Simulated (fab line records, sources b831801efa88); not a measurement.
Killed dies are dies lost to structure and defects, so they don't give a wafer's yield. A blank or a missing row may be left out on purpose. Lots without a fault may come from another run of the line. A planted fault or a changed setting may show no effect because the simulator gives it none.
fab line records | flow sfq_line
record lots=5 wafers=23
route steps=325 shown INCOMING@2 L0V@16 M0@29 I0@44 M1@62
start_h: hours from the record's first day to the start of the lot's first wafer shown | wait_h: hours since the lot's step before | " the same as in the row above | L1.1+2: a row that stands for several wafers | - no value, or no start given | * or withheld: withheld | < > ~ a bound
route shown NAME@n: a module of which the file shows steps, and the number in the route of the first | usual: mean/standard deviation of fault-free wafers | same: alike in all rows | chamber/n: place in a boat | sites: the reading at each site | _std_site: their standard deviation | _edge_site: outer sites' mean less inner sites' | radius_mm: how far each site lies from the wafer's centre | mask NAME#n: copy n | behind: the tool/chamber that last shaped the wafer | hold: why the lot was held/for how many hours/how that ended | device: the transistor (n, p or np) that didn't switch | end of line: the same wafers' tests at the end of the route | a step without rows: its recipe alone | killed: dies lost to structure and defects at the first sort, not the wafer's yield | map: a wafer's dies, x killed, . not, _ none there
set.NAME: the setting as run; set.NAME@STEP: as run at that earlier step | model.NAME: the simulator's own value behind a step, which no gauge read
lots whose settings were changed on purpose; a table a step, a row a wafer
## steps
# step SFQ_TRILAYER_INCOMING_OXIDATION_002
# recipe temp_c=1000 ambient=H2O target_thk_a=5000 p_h2o_torr=720 ox_time_s=4939
# columns lot.wafer tool chamber start_h wait_h set.temp_c model.SiO2_of_TRILAYER_INCOMING_OXIDATION_002.thk_nm
L074.2 - - - 0.1 1016 553.2
L074.3 " - " " 1016 561.2
L074.4 " - " " 1016 554.2
L074.5 " - " " 1016 552.4
L074.6 " - " " 1016 549.1
L079.1 furnace-02 0 35.12 0.1 1000 507.4
L079.3 " 0 " " 1000 498.4
L079.6 " 0 " " 1000 510.5
L081.1 - - - 0.1 980.4 438.1
L081.2 " - " " 980.4 441.3
L081.3 " - " " 980.4 437.9
L081.4 " - " " 980.4 443.1
L081.6 " - " " 980.4 439.2
L084.1+5 - - - 0.1 1000 503.4
L084.3 " - " " 1000 503.8
L084.4 " - " " 1000 498.7
L084.6 " - " " 1000 500.7
L085.2 - - - 0.1 1016 565.5
L085.3 " - " " 1016 570.4
L085.4 " - " " 1016 559.6
L085.5 " - " " 1016 563.6
L085.6 " - " " 1016 569.1
# step SFQ_TRILAYER_L0_CAP_PECVD_011
# recipe material=SiO2 temp_c=150 time_s=13.333 pressure_torr=2.4 rf_w=183.3 precursor=SiH4/N2O target_thk_nm=60
# columns lot.wafer tool chamber start_h wait_h set.time_s model.SiO2_of_TRILAYER_L0_CAP_PECVD_011.thk_nm
L074.2 pecvd-02 2 73.85 0.0 13.92 62.05
L074.3 " 1 " " 13.92 62.18
L074.4 " 2 " " 13.92 63.05
L074.5 " 0 " " 13.333 60.78
L074.6 " 1 " " 13.333 60.4
L079.1 pecvd-03 0 116.65 0.0 13.333 60.02
L079.3 " 2 " " 13.333 60.55
L079.6 " 2 " " 13.333 61.25
L081.1 pecvd-03 0 122.65 0.0 13.333 59.51
L081.2 " 1 " " 13.333 58.84
L081.3 " 2 " " 14.11 62.69
L081.4 " 0 " " 14.11 63.93
L081.6 " 1 " " 14.11 63.51
L084.1 pecvd-01 1 139.45 0.0 13.333 59.79
L084.3 " 0 " " 13.333 59.19
L084.4 " 1 " " 11.61 52.34
L084.5 " 0 " " 11.61 52.62
L084.6 " 2 " " 13.333 60.45
L085.2 pecvd-03 1 143.05 0.0 13.333 58.92
L085.3 " 0 " " 13.333 59.57
L085.4 " 2 " " 13.333 60.77
L085.5 " 1 " " 13.333 59.34
L085.6 " 0 " " 13.333 60.49
# step SFQ_TRILAYER_L0_VIA_BARC_OPEN_VIA_ETCH_021
# recipe mask_material=PR chemistry=O2 target_depth_nm=125 target=BARC source_w=500 bias_w=80 pressure_mtorr=30 time_s=41.7
# columns lot.wafer tool chamber start_h wait_h set.bias_w
L074.2+4+5 rie_diel-02 3,1,3 147.00 0.0 88.15
L074.3+6 " 2 " " 80
L079.1+3+6 rie_diel-04 3,0,2 195.07 0.0 80
L081.1+2+6 rie_diel-04 3,2,1 204.92 0.0 80
L081.3+4 " 1,0 " " 88.46
L084.1+4+6 rie_diel-02 1,3,1 233.02 0.0 80
L084.3+5 " 2 " " 87.28
L085.2+4+6 rie_diel-02 3,3,1 236.62 0.0 76.7
L085.3+5 " 0 " " 80
# step SFQ_TRILAYER_L0_VIA_ETCH_VIA_ETCH_016
# recipe target=SiO2 stop_on=MoNx_KI mask_material=PR chemistry=CHF3 target_depth_nm=80 source_w=500 bias_w=80 pressure_mtorr=30 time_s=withheld
# usual oes_product_au=0.842/0.0078
# columns lot.wafer tool chamber start_h wait_h set.time_s@TRILAYER_L0_CAP_PECVD_011 oes_product_au model.etch.depth_nm model.L0V.feature_depth_nm
L074.2 rie_diel-02 3 147.04 0.0 * 0.861 62.04 62.04
L074.3 " 2 " " * 0.857 - 62.18
L074.4 " 1 " " * 0.859 - 63.04
L074.5 " 3 " " * 0.850 60.77 60.77
L074.6 " 2 " " * 0.849 - 60.4
L079.1 rie_diel-04 3 195.11 0.0 * 0.844 60.02 60.02
L079.3 " 0 " " * 0.847 60.55 60.55
L079.6 " 2 " " * 0.862 61.25 61.25
L081.1 rie_diel-04 3 204.96 0.0 * 0.835 59.51 59.51
L081.2 " 2 " " * 0.832 - 58.84
L081.3 " 1 " " * 0.859 - 62.69
L081.4 " 0 " " * 0.879 - 63.92
L081.6 " 1 " " * 0.870 - 63.51
L084.1 rie_diel-02 1 233.06 0.0 * 0.835 - 59.79
L084.3 " 2 " " * 0.841 - 59.18
L084.4 " 3 " " * 0.775 - 52.34
L084.5 " 2 " " * 0.788 52.61 52.61
L084.6 " 1 " " * 0.840 60.45 60.45
L085.2 rie_diel-02 3 236.66 0.0 * 0.835 - 58.92
L085.3 " 0 " " * 0.830 59.57 59.57
L085.4 " 3 " " * 0.855 - 60.77
L085.5 " 0 " " * 0.835 59.34 59.34
L085.6 " 1 " " * 0.844 - 60.49
# step SFQ_TRILAYER_M0_DEP_SPUTTER_019
# recipe material=Nb base_pressure_pa=1.33e-06 chamber_pressure_pa=0.1333 substrate_temp_c=20 resputter_cathode_voltage_v=400 target_thk_nm=200 power_w=2000 time_s=133.3
# columns lot.wafer tool chamber start_h wait_h set.power_w model.Nb_of_TRILAYER_M0_DEP_SPUTTER_019.thk_nm
L074.2 pvd_sputter-03 - 147.89 0.0 2000 200.1
L074.3 " - " " 1824 183.7
L074.4 " - " " 1824 185
L074.5 " - " " 2000 201.3
L074.6 " - " " 1824 186.5
L079.1 pvd_sputter-03 - 195.96 0.0 2000 199.2
L079.3 " - " " 2000 200.1
L079.6 " - " " 2000 200.7
L081.1 pvd_sputter-05 - 205.80 0.0 2000 198.8
L081.2 " - " " 2065 204.8
L081.3 " - " " 2065 207.1
L081.4 " - " " 2000 197.2
L081.6 " - " " 2000 201.1
L084.1 pvd_sputter-05 - 233.93 0.0 2000 197.1
L084.3 " - " " 2000 197.2
L084.4 " - " " 2000 200.1
L084.5 " - " " 2000 198.4
L084.6 " - " " 2000 197.8
L085.2 pvd_sputter-06 - 237.51 0.0 2000 204.6
L085.3 " - " " 2000 201.2
L085.4 " - " " 2000 203
L085.5 " - " " 2000 200.8
L085.6 " - " " 2000 202.9
# step SFQ_M0_RS_MEAS_904
# recipe thk_meas_gauge=four-point-probe reads=Nb_of_TRILAYER_M0_DEP_SPUTTER_019
# usual M0_NB_RS=0.893/0.0082
# columns lot.wafer tool chamber start_h wait_h set.power_w@TRILAYER_M0_DEP_SPUTTER_019 M0_NB_RS[ohm/sq]
L074.2 film_metro-02 - 148.00 0.1 2000 0.889
L074.3 " - " " 1824 0.970
L074.4 " - " " 1824 0.962
L074.5 " - " " 2000 0.885
L074.6 " - " " 1824 0.955
L079.1 film_metro-02 - 196.05 0.0 2000 0.893
L079.3 " - " " 2000 0.889
L079.6 " - " " 2000 0.888
L081.1 film_metro-02 - 205.89 0.0 2000 0.896
L081.2 " - " " 2065 0.870
L081.3 " - " " 2065 0.858
L081.4 " - " " 2000 0.901
L081.6 " - " " 2000 0.885
L084.1 film_metro-03 - 234.02 0.0 2000 0.903
L084.3 " - " " 2000 0.903
L084.4 " - " " 2000 0.888
L084.5 " - " " 2000 0.895
L084.6 " - " " 2000 0.901
L085.2 film_metro-01 - 237.64 0.1 2000 0.872
L085.3 " - " " 2000 0.884
L085.4 " - " " 2000 0.876
L085.5 " - " " 2000 0.886
L085.6 " - " " 2000 0.877
# step SFQ_TRILAYER_M0_LITHO_COAT_021
# recipe resist=KrF spin_rpm=3000 resist_thk_nm=600
# columns lot.wafer tool chamber start_h wait_h set.spin_rpm model.KrF_of_TRILAYER_M0_LITHO_COAT_021.thk_nm
L074.2 litho_track-02 0 148.51 0.2 3000 602.6
L074.3+6 " 0 " " 3175 -
L074.4 " 0 " " 3000 -
L074.5 " 0 " " 3175 584.6
L079.1 litho_track-01 0 196.53 0.2 3000 601.4
L079.3 " 0 " " 3000 601.2
L079.6 " 0 " " 3000 601.1
L081.1 litho_track-01 0 206.37 0.2 3000 599.6
L081.2 " 0 " " 3000 600.4
L081.3 " 0 " " 3000 601.6
L081.4 " 0 " " 2933 605.6
L081.6 " 0 " " 2933 606.9
L084.1 litho_track-01 0 234.50 0.2 3161 583.8
L084.3 " 0 " " 3000 597.9
L084.4 " 0 " " 3161 582.6
L084.5 " 0 " " 3161 583.5
L084.6 " 0 " " 3000 597.4
L085.2 litho_track-01 0 238.15 0.2 2881 611
L085.3 " 0 " " 3000 599.5
L085.4 " 0 " " 3000 599.7
L085.5 " 0 " " 2881 610.8
L085.6 " 0 " " 3000 597.8
# step SFQ_TRILAYER_M0_LITHO_SOFTBAKE_025
# recipe temp_c=withheld time_s=withheld resist=KrF
# step SFQ_TRILAYER_M0_LITHO_EXPOSE_022
# recipe mask_id=M0 na=0.6 source_shape=conventional sigma_outer=0.65 target_cd_nm=500 dose_mj=14.4
# step SFQ_TRILAYER_M0_BARC_OPEN_METAL_ETCH_031
# recipe mask_material=PR chemistry=O2 target_depth_nm=125 target=BARC icp_w=600 bias_w=80 pressure_mtorr=10 time_s=41.7
# step SFQ_TRILAYER_M0_ETCH_METAL_ETCH_024
# recipe target=Nb stop_on=SiO2 mask_material=PR chemistry=Cl2/Ar target_depth_nm=240 icp_w=600 bias_w=80 pressure_mtorr=10 time_s=120
# usual oes_product_au=0.893/0.0067
# columns lot.wafer tool chamber start_h wait_h set.power_w@TRILAYER_M0_DEP_SPUTTER_019 oes_product_au
L074.2 rie_metal-01 1 242.68 0.0 2000 0.900
L074.3 " 1 " " 1824 0.854
L074.4 " 0 " " 1824 0.861
L074.5 " 0 " " 2000 0.894
L074.6 " 1 " " 1824 0.861
L079.1 rie_metal-01 1 293.96 0.0 2000 0.889
L079.3 " 1 " " 2000 0.901
L079.6 " 1 " " 2000 0.896
L081.1 rie_metal-01 0 309.56 0.0 2000 0.889
L081.2 " 1 " " 2065 0.905
L081.3 " 0 " " 2065 0.921
L081.4 " 1 " " 2000 0.880
L081.6 " 1 " " 2000 0.897
L084.1 rie_metal-01 0 343.60 0.0 2000 0.881
L084.3 " 0 " " 2000 0.895
L084.4 " 1 " " 2000 0.885
L084.5 " 1 " " 2000 0.889
L084.6 " 0 " " 2000 0.894
L085.2 rie_metal-02 1 347.87 0.1 2000 0.904
L085.3 " 1 " " 2000 0.897
L085.4 " 1 " " 2000 0.903
L085.5 " 1 " " 2000 0.888
L085.6 " 1 " " 2000 0.898
# step SFQ_TRILAYER_I0_CMP_CMP_028
# recipe material=SiO2 down_force_psi=3 platen_rpm=60 pad_velocity_m_s=0.94248
# columns lot.wafer tool chamber start_h wait_h set.leave_above_ref_nm model.SiO2_of_TRILAYER_I0_DEP_PECVD_027.thk_nm
L074.2 cmp-02 1 243.66 0.0 200 201
L074.3 " 2 " " 200 198.7
L074.4 " 3 " " 200 198.6
L074.5 " 1 245.66 2.0 200 200.5
L074.6 " 2 " " 200 198.9
L079.1 cmp-01 0 295.55 0.7 200 200.7
L079.3 " 1 " " 200 198.7
L079.6 " 1 298.05 3.1 200 200
L081.1+4 cmp-01 3,2 311.72 1.2 200 200.2
L081.2 " 0 " " 200 199
L081.3 " 1 " " 200 199.5
L081.6 " 3 313.72 3.2 200 200.3
L084.3 cmp-01 2 348.78 4.2 200 201.1
L084.1 " 0 349.78 5.2 200 202
L084.4 " 1 " " 186.4 188.5
L084.5 " 2 " " 186.4 187.1
L084.6 " 3 " " 186.4 187
L085.3 cmp-01 2 351.78 2.3 193 193.2
L085.4 " 3 " " 200 200.6
L085.2 " 1 353.28 3.8 193 192.1
L085.5 " 2 " " 193 193.4
L085.6 " 3 " " 200 200.4
# step SFQ_TRILAYER_I0_METRO_MEASURE_029
# usual thk_nm=199.9/0.79
# columns lot.wafer tool chamber start_h wait_h set.leave_above_ref_nm@TRILAYER_I0_CMP_CMP_028 thk_nm
L074.2 film_metro-01 - 246.98 0.3 200 201.0
L074.3 " - " " 200 198.7
L074.4 " - " " 200 198.6
L074.5 " - " " 200 200.8
L074.6 " - " " 200 198.6
L079.1 film_metro-02 - 298.67 0.1 200 200.6
L079.3 " - " " 200 198.8
L079.6 " - " " 200 199.9
L081.1 film_metro-04 - 314.84 0.1 200 200.0
L081.2 " - " " 200 199.2
L081.3 " - " " 200 199.5
L081.4 " - " " 200 200.0
L081.6 " - " " 200 200.3
L084.1 film_metro-04 - 351.90 0.1 200 202.0
L084.3 " - " " 200 201.2
L084.4 " - " " 186.4 188.5
L084.5 " - " " 186.4 187.1
L084.6 " - " " 186.4 186.9
L085.2 film_metro-04 - 355.10 0.3 193 192.1
L085.3 " - " " 193 193.2
L085.4 " - " " 200 200.7
L085.5 " - " " 193 193.4
L085.6 " - " " 200 200.5
# step SFQ_TRILAYER_I0_VIA_LITHO_COAT_031
# recipe resist=KrF spin_rpm=3000 resist_thk_nm=650
# columns lot.wafer tool chamber start_h wait_h set.spin_rpm model.KrF_of_TRILAYER_I0_VIA_LITHO_COAT_031.thk_nm
L074.2 litho_track-01 0 248.33 0.2 3000 649.3
L074.3 " 0 " " 3138 635
L074.4 " 0 " " 3138 632.7
L074.5 " 0 " " 3138 634.3
L074.6 " 0 " " 3000 649.6
L079.1 litho_track-04 0 300.17 0.2 3000 649.7
L079.3 " 0 " " 3000 650.4
L079.6 " 0 " " 3000 649.4
L081.1 litho_track-02 0 316.34 0.2 3000 646.5
L081.2 " 0 " " 3000 647.7
L081.3 " 0 " " 3000 648.2
L081.4 " 0 " " 3000 649.6
L081.6 " 0 " " 3000 647.9
L084.1 litho_track-01 0 353.49 0.2 2899 661.3
L084.3 " 0 " " 2899 660.7
L084.4 " 0 " " 2899 658.8
L084.5 " 0 " " 3000 648
L084.6 " 0 " " 3000 649.4
L085.2 litho_track-01 0 356.45 0.2 3079 639.8
L085.3 " 0 " " 3000 649.4
L085.4 " 0 " " 3000 648.7
L085.5 " 0 " " 3079 637.5
L085.6 " 0 " " 3079 640.5
# step SFQ_TRILAYER_I0_VIA_LITHO_SOFTBAKE_035
# recipe temp_c=withheld time_s=withheld resist=KrF
# step SFQ_TRILAYER_I0_VIA_LITHO_EXPOSE_032
# recipe mask_id=I0 na=0.6 source_shape=conventional sigma_outer=0.65 target_cd_nm=500 dose_mj=21.3
# step SFQ_TRILAYER_I0_VIA_LITHO_DEVELOP_033
# recipe time_s=60 resist=KrF
# step SFQ_TRILAYER_I0_VIA_BARC_OPEN_VIA_ETCH_046
# recipe mask_material=PR chemistry=O2 target_depth_nm=125 target=BARC source_w=500 bias_w=80 pressure_mtorr=30 time_s=43.03
# columns lot.wafer tool chamber start_h wait_h set.spin_rpm@TRILAYER_I0_VIA_LITHO_COAT_031 model.KrF_of_TRILAYER_I0_VIA_LITHO_COAT_031.thk_nm
L074.2 rie_diel-04 2 358.51 0.0 3000 570
L074.3+5 " 0,1 " " 3138 555.2
L074.4 " 1 " " 3138 553.3
L074.6 " 2 " " 3000 570.5
L079.1 rie_diel-04 1 420.48 0.0 3000 571.1
L079.3 " 2 " " 3000 572
L079.6 " 1 " " 3000 570.8
L081.1 rie_diel-04 2 440.53 0.0 3000 567.9
L081.2 " 1 " " 3000 568.8
L081.3+6 " 0,1 " " 3000 569
L081.4 " 2 " " 3000 571.4
L084.1 rie_diel-04 1 487.91 0.0 2899 582.3
L084.3 " 0 " " 2899 581.3
L084.4 " 2 " " 2899 580.6
L084.5 " 1 " " 3000 569.2
L084.6 " 0 " " 3000 569.7
L085.2 rie_diel-03 0 492.71 0.0 3079 561.4
L085.3 " 3 " " 3000 570.7
L085.4 " 1 " " 3000 569.3
L085.5 " 0 " " 3079 559.7
L085.6 " 3 " " 3079 561.5
# step SFQ_TRILAYER_I0_VIA_ETCH_VIA_ETCH_034
# recipe target=SiO2 stop_on=Nb mask_material=PR taper_deg=20 chemistry=CHF3 target_depth_nm=260 source_w=500 bias_w=80 pressure_mtorr=30 time_s=withheld
# usual oes_product_au=0.854/0.0052
# columns lot.wafer tool chamber start_h wait_h set.source_w set.power_w@TRILAYER_M0_DEP_SPUTTER_019 set.leave_above_ref_nm@TRILAYER_I0_CMP_CMP_028 oes_product_au model.I0.feature_depth_nm model.Nb_of_TRILAYER_M0_DEP_SPUTTER_019.thk_nm
L074.2 rie_diel-04 2 358.55 0.0 500 2000 200 0.850 201 200.1
L074.3 " 0 " " 500 1824 200 0.851 198.7 183.7
L074.4 " 1 " " 554.1 1824 200 0.855 199.4 184.2
L074.5 " 1 " " 500 2000 200 0.852 200.5 201.3
L074.6 " 2 " " 554.1 1824 200 0.846 199.7 185.7
L079.1 rie_diel-04 1 420.52 0.0 500 2000 200 0.863 200.7 199.2
L079.3 " 2 " " 500 2000 200 0.849 198.6 200.1
L079.6 " 1 " " 500 2000 200 0.856 199.9 200.7
L081.1 rie_diel-04 2 440.57 0.0 462.9 2000 200 0.861 200.1 198.8
L081.2 " 1 " " 500 2065 200 0.852 199 204.8
L081.3 " 0 " " 462.9 2065 200 0.849 199.5 207.1
L081.4 " 2 " " 500 2000 200 0.858 200.2 197.2
L081.6 " 1 " " 462.9 2000 200 0.853 200.3 201.1
L084.1 rie_diel-04 1 487.95 0.0 450.8 2000 200 0.853 201.9 197.1
L084.3 " 0 " " 500 2000 200 0.859 201.1 197.2
L084.4 " 2 " " 500 2000 186.4 0.828 188.5 200.1
L084.5 " 1 " " 500 2000 186.4 0.823 187.1 198.4
L084.6 " 0 " " 450.8 2000 186.4 0.822 187 197.8
L085.2 rie_diel-03 0 492.75 0.0 515.1 2000 193 0.830 192.3 204.4
L085.3 " 3 " " 515.1 2000 193 0.830 193.5 201
L085.4 " 1 " " 500 2000 200 0.866 200.6 203
L085.5 " 0 " " 500 2000 193 0.843 193.4 200.8
L085.6 " 3 " " 515.1 2000 200 0.858 200.6 202.7
# step SFQ_TRILAYER_M1_LITHO_COAT_044
# recipe resist=BARC spin_rpm=3000 resist_thk_nm=62
# columns lot.wafer tool chamber start_h wait_h set.spin_rpm model.BARC_of_TRILAYER_M1_LITHO_COAT_044.thk_nm
L074.2 litho_track-03 0 359.79 0.1 2942 62.43
L074.3 " 0 " " 2942 62.29
L074.4 " 0 " " 2942 62.42
L074.5 " 0 " " 3000 61.69
L074.6 " 0 " " 3000 61.66
L079.1+3 litho_track-04 0 421.71 0.1 3000 61.95
L079.6 " 0 " " 3000 62.04
L081.1 litho_track-02 0 442.36 0.1 3000 62.05
L081.2 " 0 " " 2836 63.8
L081.3 " 0 " " 2836 64.06
L081.4 " 0 " " 2836 63.59
L081.6 " 0 " " 3000 62.13
L084.1 litho_track-04 0 489.16 0.1 3000 61.9
L084.3 " 0 " " 3135 60.62
L084.4 " 0 " " 3000 62.06
L084.5 " 0 " " 3135 60.65
L084.6 " 0 " " 3000 62.12
L085.2 litho_track-02 0 493.99 0.1 3000 62.18
L085.3 " 0 " " 2859 63.51
L085.4 " 0 " " 3000 61.84
L085.5 " 0 " " 2859 63.55
L085.6 " 0 " " 3000 62.05
## key
split step=SFQ_TRILAYER_INCOMING_OXIDATION_002 setting=temp_c stated=1000 by=lot
response step=SFQ_TRILAYER_INCOMING_OXIDATION_002 reading=model.SiO2_of_TRILAYER_INCOMING_OXIDATION_002.thk_nm change=+33.8 per=1% r=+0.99
split step=SFQ_TRILAYER_L0_CAP_PECVD_011 setting=time_s stated=13.333 by=wafer
response step=SFQ_TRILAYER_L0_CAP_PECVD_011 reading=model.SiO2_of_TRILAYER_L0_CAP_PECVD_011.thk_nm change=+0.578 per=1% r=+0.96
response step=SFQ_TRILAYER_L0_VIA_ETCH_VIA_ETCH_016 reading=oes_product_au change=+0.00446 per=1% r=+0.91
response step=SFQ_TRILAYER_L0_VIA_ETCH_VIA_ETCH_016 reading=model.etch.depth_nm change=+0.573 per=1% r=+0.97
response step=SFQ_TRILAYER_L0_VIA_ETCH_VIA_ETCH_016 reading=model.L0V.feature_depth_nm change=+0.578 per=1% r=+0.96
split step=SFQ_TRILAYER_L0_VIA_BARC_OPEN_VIA_ETCH_021 setting=bias_w stated=80 by=wafer
response none clear
split step=SFQ_TRILAYER_M0_DEP_SPUTTER_019 setting=power_w stated=2000 by=wafer
response step=SFQ_TRILAYER_M0_DEP_SPUTTER_019 reading=model.Nb_of_TRILAYER_M0_DEP_SPUTTER_019.thk_nm change=+1.82 per=1% r=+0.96
response step=SFQ_M0_RS_MEAS_904 reading=M0_NB_RS change=-0.00861 per=1% r=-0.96
response step=SFQ_TRILAYER_M0_ETCH_METAL_ETCH_024 reading=oes_product_au change=+0.00469 per=1% r=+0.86
response step=SFQ_TRILAYER_I0_VIA_ETCH_VIA_ETCH_034 reading=model.Nb_of_TRILAYER_M0_DEP_SPUTTER_019.thk_nm change=+1.88 per=1% r=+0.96
split step=SFQ_TRILAYER_M0_LITHO_COAT_021 setting=spin_rpm stated=3000 by=wafer
response step=SFQ_TRILAYER_M0_LITHO_COAT_021 reading=model.KrF_of_TRILAYER_M0_LITHO_COAT_021.thk_nm change=-2.84 per=1% r=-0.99
split step=SFQ_TRILAYER_I0_CMP_CMP_028 setting=leave_above_ref_nm stated=200 by=wafer
response step=SFQ_TRILAYER_I0_CMP_CMP_028 reading=model.SiO2_of_TRILAYER_I0_DEP_PECVD_027.thk_nm change=+2.08 per=1% r=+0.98
response step=SFQ_TRILAYER_I0_METRO_MEASURE_029 reading=thk_nm change=+2.1 per=1% r=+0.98
response step=SFQ_TRILAYER_I0_VIA_ETCH_VIA_ETCH_034 reading=oes_product_au change=+0.00537 per=1% r=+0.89
response step=SFQ_TRILAYER_I0_VIA_ETCH_VIA_ETCH_034 reading=model.I0.feature_depth_nm change=+2.08 per=1% r=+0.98
split step=SFQ_TRILAYER_I0_VIA_LITHO_COAT_031 setting=spin_rpm stated=3000 by=wafer
response step=SFQ_TRILAYER_I0_VIA_LITHO_COAT_031 reading=model.KrF_of_TRILAYER_I0_VIA_LITHO_COAT_031.thk_nm change=-3.44 per=1% r=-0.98
response step=SFQ_TRILAYER_I0_VIA_BARC_OPEN_VIA_ETCH_046 reading=model.KrF_of_TRILAYER_I0_VIA_LITHO_COAT_031.thk_nm change=-3.47 per=1% r=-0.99
split step=SFQ_TRILAYER_I0_VIA_ETCH_VIA_ETCH_034 setting=source_w stated=500 by=wafer
response none clear
split step=SFQ_TRILAYER_M1_LITHO_COAT_044 setting=spin_rpm stated=3000 by=wafer
response step=SFQ_TRILAYER_M1_LITHO_COAT_044 reading=model.BARC_of_TRILAYER_M1_LITHO_COAT_044.thk_nm change=-0.318 per=1% r=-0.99
